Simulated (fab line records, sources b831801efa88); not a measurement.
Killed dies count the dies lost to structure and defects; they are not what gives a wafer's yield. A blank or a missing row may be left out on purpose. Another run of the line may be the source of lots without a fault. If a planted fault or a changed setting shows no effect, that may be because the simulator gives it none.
Which tool was responsible?    flow sky130    36 wafers from 12 lots sampled at 4 of the route's 708 steps

WHAT THE GAUGES SHOWED, per wafer
SKY_CONTACT_CD_MEAS_14 targets a cd of 170 nm.
lot   measured      on        cdNm (nm)
L801  day 31 18:25  cdSem-01  171.9 170.2 170.8
L804  day 32 13:09  cdSem-01  169.6 168.8 168.1
L806  day 33 06:45  cdSem-02  169.6 169.7 168.7
L808  day 34 02:41  cdSem-02  169.3 170.7 169.9
L809  day 34 11:16  cdSem-01  170.8 170.8 170.0
L812  day 35 07:57  cdSem-02  167.8 168.6 168.0
L813  day 35 11:44  cdSem-01  169.7 168.4 169.4
L818  day 37 06:30  cdSem-01  144.1 140.2 123.8
L819  day 37 13:26  cdSem-02  154.8 139.6 160.1
L821  day 38 02:51  cdSem-01  168.0 168.4 168.7
L822  day 38 04:01  cdSem-01  169.3 170.0 169.0
L824  day 38 13:27  cdSem-01  168.7 171.0 170.5

SKY_CONTACT_OVL_MEAS_15.
lot   measured      on          CONTACT_OVL (nm)
L801  day 31 18:32  overlay-02  1 -6 -10
L804  day 32 13:16  overlay-01  -12 -12 -5
L806  day 33 06:52  overlay-02  8 3 9
L808  day 34 02:47  overlay-01  4 2 4
L809  day 34 11:23  overlay-01  -2 4 7
L812  day 35 08:04  overlay-02  5 -2 0
L813  day 35 11:50  overlay-01  2 2 2
L818  day 37 06:37  overlay-02  7 4 -4
L819  day 37 13:32  overlay-02  8 1 -7
L821  day 38 02:58  overlay-02  1 0 5
L822  day 38 04:08  overlay-01  -10 -4 -7
L824  day 38 13:32  overlay-01  -2 -2 -7

WHAT TOOL EACH LOT RAN ON (gives the tool, then ch and the chambers of the sampled wafers, and finally the start)
lot   SKY_LOCAL_INTERCONNECT_STRIP_15      SKY_CONTACT_EXPOSE_11
L801  plasmaAsher-03 ch 0,1, day 30 13:43  krfScanner-01 ch 0, day 31 05:04
L804  plasmaAsher-01 ch 0,1, day 31 08:42  krfScanner-01 ch 0, day 32 00:40
L806  plasmaAsher-01 ch 0, day 32 02:21    krfScanner-01 ch 0, day 32 16:47
L808  plasmaAsher-04 ch 0,1, day 32 23:22  krfScanner-02 ch 0, day 33 14:09
L809  plasmaAsher-01 ch 0,1, day 33 07:21  krfScanner-01 ch 0, day 33 21:25
L812  plasmaAsher-04 ch 0,1, day 34 04:43  krfScanner-01 ch 0, day 34 19:24
L813  plasmaAsher-04 ch 0, day 34 08:46    krfScanner-02 ch 0, day 34 22:40
L818  plasmaAsher-01 ch 0,1, day 36 02:34  krfScanner-01 ch 0, day 36 17:38
L819  plasmaAsher-03 ch 0,1, day 36 10:26  krfScanner-01 ch 0, day 37 00:23
L821  plasmaAsher-04 ch 0,1, day 37 00:16  krfScanner-02 ch 0, day 37 14:56
L822  plasmaAsher-01 ch 0,1, day 37 02:11  krfScanner-02 ch 0, day 37 15:54
L824  plasmaAsher-03 ch 0,1, day 37 10:34  krfScanner-02 ch 0, day 38 01:38
- SKY_LOCAL_INTERCONNECT_STRIP_15: strips in O2/N2.
- SKY_CONTACT_EXPOSE_11: exposes mask CTM1, target cd 170 nm.

WHAT THE TOOLS THEMSELVES READ (means of the sampled wafers that have a number; where no wafer has one, the mark that the record gives instead)
SKY_LOCAL_INTERCONNECT_STRIP_15.
lot   tool            drypumpMotorCurrentA (A)  o2FlowSccm (sccm)  oesProductAu (a.u.)  stripTimeToEndpointS (s)
L801  plasmaAsher-03  6.5                       2998               0.425                4.721
L804  plasmaAsher-01  5.7                       2996               0.427                4.719
L806  plasmaAsher-01  5.4                       3000               0.427                4.695
L808  plasmaAsher-04  5.1                       2997               0.428                4.730
L809  plasmaAsher-01  5.7                       3002               0.427                4.718
L812  plasmaAsher-04  5.1                       3004               0.423                4.726
L813  plasmaAsher-04  5.0                       3005               0.428                4.709
L818  plasmaAsher-01  6.0                       2989               0.426                4.714
L819  plasmaAsher-03  6.1                       2992               0.423                4.721
L821  plasmaAsher-04  5.1                       2999               0.427                4.701
L822  plasmaAsher-01  5.7                       3003               0.429                4.686
L824  plasmaAsher-03  6.1                       3006               0.430                4.742

THE ANSWER, worked out from the rows above alone
Rule: what is usual is taken from the lots themselves. The widest of any qualifying gaps counts: lots, ordered by their means at a reading, are off when they make up no more than a third of the lots, leave a main group of 4 or more, and stand apart from it by 3 or more times the standard deviation of that group's means. A main group is skipped when, at the precision printed for the reading in the tables above, its means are all equal. A lot without any number at a reading at which 4 lots or more have one is off too. The other lots that the step has rows for count as sound. After the gauges, taken in route order, come the tools' own readings; for these a lot's mean is taken, as printed above. The first step at which some lot is off is used, and at that step the reading that is off furthest; a lot without a number counts as furthest.
Off at SKY_CONTACT_CD_MEAS_14 (cdNm): L818, L819. Main group: mean 169.5 nm, sd 0.87.
A tool fits if, at a process step before that reading, it ran every lot that is off, and no sound lot after the first of them. The gauges at SKY_CONTACT_CD_MEAS_14 are tried like those tools. One fits: krfScanner-01 at SKY_CONTACT_EXPOSE_11. A fault onset in the window from L812 (day 34 19:24, its last sound lot) to L818 (day 36 17:38, its first lot off) fits.

WHAT THE SIMULATOR HAD INSERTED
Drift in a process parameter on krfScanner-01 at SKY_CONTACT_EXPOSE_11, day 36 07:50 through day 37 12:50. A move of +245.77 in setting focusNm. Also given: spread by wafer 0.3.
Shown lots that were struck: L818, L819. The same result came from the rule above.
